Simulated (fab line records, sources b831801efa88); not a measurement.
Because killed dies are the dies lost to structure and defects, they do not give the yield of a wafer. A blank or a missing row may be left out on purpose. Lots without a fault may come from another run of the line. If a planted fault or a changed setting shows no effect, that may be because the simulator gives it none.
fab line records	flow gf180mcu
record: lots: 5	wafers: 13	last-day: 33
route steps=602 shown STI@3
lots that met no fault: from a run of the same line without faults
start-h: hours from the record's first day to the start of the lot's first wafer shown	wait-h: time in hours since the lot's previous step	" the same as in the row above	L1.1+2: several wafers, shown together as one row	- no value present, or no start provided	* or withheld: withheld	< > ~ a bound
route shown NAME@n: names a module that has steps shown in the file, with the first one's number in the route	usual: the fault-free wafers' mean and standard deviation	same: alike in all rows	chamber/n: place in a boat	sites: the reading at each site	_std_site: the standard deviation of these	_edge_site: mean of outer sites minus mean of inner sites	radius-mm: for every site, how far away it sits from the centre of the wafer	mask NAME#n: copy n	behind: the most recent tool/chamber to have shaped the wafer	hold: reason for holding the lot/hours on hold/outcome of the hold	device: the n, p or np transistor that did not switch	end of line: the route-end tests of the same wafers	a step with no rows: only its recipe	killed: count of dies lost to structure and defects at first sort (not the wafer's yield)	map: the dies of a wafer, with x for killed, . for not killed, _ for no die there
set.NAME: the setting that was run; set.NAME@STEP: the one run at that earlier step	model.NAME: the simulator's own value behind a step, which no gauge read
a table for each step, a row for each wafer; lots at some steps of the route
services: when a tool's chamber went out of use (start-h, in hours from the record's first day, below 0 if earlier), for how many hours, and the reason
== steps ==
step: GF_STI_THK_MEAS_02
recipe: reads: SiO2_of_STI_OXIDATION_01
usual: STI_OXIDATION_THK: 10.12/0.19
lot.wafer	tool	chamber	start-h	wait-h	STI_OXIDATION_THK[nm]
L727.1	film-metro-02	-	12.50	0.0	10.35
L727.2	"	-	"	"	10.25
L727.6	"	-	"	"	10.25
L729.1	film-metro-02	-	21.51	0.0	10.18
L729.3	"	-	"	"	10.45
L729.4	"	-	"	"	10.48
L738.5	film-metro-01	-	67.40	0.0	10.18
L745.1	film-metro-02	-	101.51	0.0	10.07
L745.3	"	-	"	"	9.95
L745.6	"	-	"	"	10.07
L746.3	film-metro-03	-	106.53	0.0	10.23
L746.4	"	-	"	"	10.09
L746.5	"	-	"	"	9.95
step: GF_STI_CVD_03
recipe: material: Si3N4	precursor: DCS/NH3	target-thk-nm: 207.16	temp-c: 770	time-s: 3551	pressure-mtorr: 250
step: GF_STI_THK_MEAS_04
recipe: reads: Si3N4_of_STI_CVD_03
usual: STI_CVD_03_THK: 207.4/1.7
lot.wafer	tool	chamber	start-h	wait-h	STI_CVD_03_THK[nm]
L727.1	film-metro-01	-	14.54	0.0	209.8
L727.2	"	-	"	"	209.0
L727.6	"	-	"	"	209.7
L729.1	film-metro-02	-	23.56	0.0	207.2
L729.3	"	-	"	"	207.0
L729.4	"	-	"	"	205.5
L738.5	film-metro-01	-	69.45	0.0	209.8
L745.1	film-metro-01	-	104.55	0.0	206.2
L745.3	"	-	"	"	205.2
L745.6	"	-	"	"	207.3
L746.3	film-metro-01	-	108.97	0.1	210.2
L746.4	"	-	"	"	207.8
L746.5	"	-	"	"	208.6
step: GF_STI_DEHYDRATE_05
recipe: temp-c: 200	time-s: 60
step: GF_STI_HMDS_06
recipe: prime-time-s: 60	prime-temp-c: 120
step: GF_STI_COAT_07
recipe: resist: KrF	spin-rpm: withheld	resist-thk-nm: 700
step: GF_STI_SOFTBAKE_08
recipe: temp-c: 128.9	time-s: 60	resist: KrF
step: GF_STI_EXPOSE_09
recipe: mask-id: COMP	target-cd-nm: 220	na: 0.68	source-shape: conventional	sigma-outer: 0.6	dose-mj: 28
step: GF_STI_PEB_10
recipe: peb-temp-c: 135	peb-time-s: 90	resist: KrF
step: GF_STI_DEVELOP_11
recipe: develop-time-s: 60	dev-temp-c: 21
step: GF_STI_CD_MEAS_12
recipe: target-cd-nm: 220
usual: cd-nm: 220.2/1.2
lot.wafer	tool	chamber	start-h	wait-h	cd-nm
L727.1	cd-sem-01	-	25.87	0.1	221.3
L727.2	"	-	"	"	222.0
L727.6	"	-	"	"	221.0
L729.1	cd-sem-02	-	35.57	0.1	221.0
L729.3	"	-	"	"	221.6
L729.4	"	-	"	"	221.9
L738.5	cd-sem-01	-	82.80	0.1	220.1
L745.1	cd-sem-02	-	117.77	0.1	218.7
L745.3	"	-	"	"	217.4
L745.6	"	-	"	"	218.6
L746.3	cd-sem-02	-	123.12	0.1	220.9
L746.4	"	-	"	"	219.3
L746.5	"	-	"	"	220.5
step: GF_STI_ETCH_13
recipe: chemistry: CHF3/O2	stop-on: Si	over-etch-frac: 0.3	target-depth-a: 2823.1	source-w: 600	bias-w: 200	pressure-mtorr: 40	chf3-flow-sccm: 50	O2_flow_sccm: 5	time-s: 112.9
usual: chf3-flow-sccm: 49.99/0.15	drypump-motor-current-A: 5.6/0.44	oes-product-au: 0.833/0.0061	run-length-s: 141.4/0.42	throttle-valve-pct: 8.809/0.0095
lot.wafer	tool	chamber	start-h	wait-h	chf3-flow-sccm	drypump-motor-current-A	oes-product-au	rf-hours-counter-h	run-length-s	throttle-valve-pct
L727.1	rie-diel-02	1	25.99	0.1	50.21	6.6	0.841	2	141.8	8.817
L727.2	"	0	"	"	50.04	5.7	0.839	1	141.1	8.798
L727.6	"	3	"	"	50.00	6.0	0.837	-	141.7	8.806
L729.1	rie-diel-04	1	35.69	0.1	50.06	5.8	0.835	48	140.9	8.796
L729.3	"	3	"	"	49.88	5.1	0.834	2	141.4	8.806
L729.4	"	0	"	"	49.84	5.3	0.816	11	141.0	8.807
L738.5	rie-diel-02	0	82.88	0.1	50.00	5.7	0.837	-	141.3	8.803
L745.1	rie-diel-02	2	117.89	0.1	50.07	5.8	0.834	135	141.8	8.810
L745.3	"	1	"	"	49.77	6.7	0.826	5	142.0	8.802
L745.6	"	0	"	"	50.10	5.7	0.833	-	141.1	8.823
L746.3	rie-diel-04	3	123.20	0.1	50.26	5.1	0.845	4	140.9	8.814
L746.4	"	1	"	"	50.04	5.8	0.836	50	140.8	8.805
L746.5	"	3	"	"	49.88	5.1	0.831	-	141.2	8.813
step: GF_STI_ETCH_14
recipe: target: Si	chemistry: HBr/Cl2/O2	target-depth-nm: 360	icp-w: 600	bias-w: 150	pressure-mtorr: 15	HBr_flow_sccm: 150	Cl2_flow_sccm: 40	O2_flow_sccm: 6	time-s: 102.9
usual: drypump-motor-current-A: 6.2/0.36	mfc-cl2-sccm: 40.01/0.13	oes-product-au: 1.005/0.0095	run-length-s: 131.2/0.44	throttle-valve-pct: 25.652/0.011
lot.wafer	tool	chamber	start-h	wait-h	drypump-motor-current-A	mfc-cl2-sccm	oes-product-au	rf-hours-counter-h	run-length-s	throttle-valve-pct	model.etch.depth-nm	model.STI.feature-depth-nm	model.KrF_of_STI_COAT_07.thk-nm
L727.1	rie-si-01	1	26.07	0.0	5.9	39.99	1.020	0	131.4	25.676	362.3	362.3	317.9
L727.2	"	2	"	"	5.7	39.94	1.009	3	130.5	25.664	366.7	366.7	313.1
L727.6	"	0	"	"	6.2	40.01	0.990	-	131.1	25.669	353.8	353.8	326.4
L729.1	rie-si-02	0	35.77	0.0	6.2	39.97	0.994	103	130.8	25.656	360.7	360.7	318
L729.3	"	3	"	"	6.8	39.97	1.021	150	131.6	25.638	369.6	369.6	323.1
L729.4	"	2	"	"	6.6	40.03	1.003	106	130.4	25.650	363.2	363.2	327.4
L738.5	rie-si-02	3	82.95	0.0	6.8	40.00	1.006	-	102.3	25.664	259.3	259.3	348.7
L745.1	rie-si-01	1	117.97	0.0	5.9	40.08	1.006	1	131.4	25.660	362.4	362.4	335.2
L745.3	"	0	"	"	6.2	40.00	0.986	135	131.3	25.666	352.6	352.6	328.2
L745.6	"	1	"	"	5.9	40.15	1.011	-	131.3	25.638	361.8	361.8	322.2
L746.3	rie-si-01	3	123.28	0.0	6.0	39.67	1.014	80	130.8	25.654	365.6	365.6	328.6
L746.4	"	1	"	"	5.9	39.92	1.010	1	131.2	25.641	363.3	363.3	321
L746.5	"	3	"	"	6.1	39.74	1.007	-	131.6	25.643	365.9	365.9	326.3
step: GF_STI_STRIP_15
recipe: chemistry: O2/N2	power-w: 1400	pressure-mtorr: 1500	platen-temp-c: 250	o2-flow-sccm: 3000	n2-flow-sccm: 300	overash-fraction: 0.5
usual: drypump-motor-current-A: 6.08/0.28	heater-power-w: 320/26	oes-product-au: 0.386/0.0047	platen-temp-c: 250.04/0.19	strip-time-to-endpoint-s: 3.77/0.052
lot.wafer	tool	chamber	start-h	wait-h	drypump-motor-current-A	heater-power-w	oes-product-au	platen-temp-c	rf-hours-counter-h	strip-time-to-endpoint-s
L727.1	plasma-asher-01	1	26.15	0.0	6.00	358	0.383	250.27	34	3.72
L727.2	"	0	"	"	6.41	297	0.382	250.24	34	3.66
L727.6	"	0	"	"	6.43	290	0.389	250.03	-	3.82
L729.1	plasma-asher-03	1	35.84	0.0	6.06	357	0.389	249.80	26	3.72
L729.3	"	1	"	"	6.05	353	0.390	250.03	-	3.78
L729.4	"	0	"	"	6.29	300	0.384	250.29	-	3.81
L738.5	plasma-asher-03	0	83.06	0.1	6.28	299	0.398	250.37	-	4.02
L745.1	plasma-asher-01	1	118.04	0.0	6.01	340	0.391	250.02	0	3.90
L745.3	"	0	"	"	6.44	290	0.381	249.81	-	3.82
L745.6	"	0	"	"	6.45	296	0.389	249.99	-	3.74
L746.3	plasma-asher-03	1	123.39	0.1	6.05	339	0.387	250.17	-	3.82
L746.4	"	0	"	"	6.29	299	0.386	250.17	-	3.73
L746.5	"	0	"	"	6.31	300	0.385	250.28	-	3.80
step: GF_STI_CLEAN_16
recipe: chemistry: dHF	time-s: 25	dilution: 100:1
== services ==
tool	chamber	start-h	hours	kind
plasma-asher-01	-	11.71	1.7	repair
rie-diel-02	-	21.56	0.1	repair
rie-diel-04	3	47.34	21.3	repair
rie-si-01	0	55.05	1.9	repair
rie-si-02	3	83.03	-	clean
rie-si-02	3	83.03	17.5	scheduled-down
rie-si-02	3	83.03	17.5	vent-cycle
rie-si-02	-	101.24	0.9	repair
plasma-asher-01	-	108.75	9.0	pm
plasma-asher-01	0	108.75	9.0	vent-cycle
plasma-asher-01	1	108.75	9.0	vent-cycle
rie-si-01	0	109.64	3.5	repair
plasma-asher-01	0	117.75	-	clean
plasma-asher-01	1	117.75	-	clean
== key ==
first-sign: step: GF_STI_ETCH_14	reading: run-length-s	direction: down	sigmas: 65	usual: *	struck: *
effect: step: GF_STI_STRIP_15	reading: strip-time-to-endpoint-s	direction: up	sigmas: 4.9	usual: *	struck: *
model-effect: step: GF_STI_ETCH_14	value: etch.depth-nm	without: 364	struck: 259.3
met-at GF_STI_ETCH_14
struck-wafers L738.5
rows-end L738.5
onset-between 35.77 82.95
fault: kind: process-parameter-drift	tool: rie-si-02	chamber: 3	onset-h: 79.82	steps: GF_STI_ETCH_14	channel: time-s	offset: *	shape: step	end-h: 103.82	acts-in: *	stated: *
rows-end: these wafers met a further fault down the route, and their rows from its step on are left out
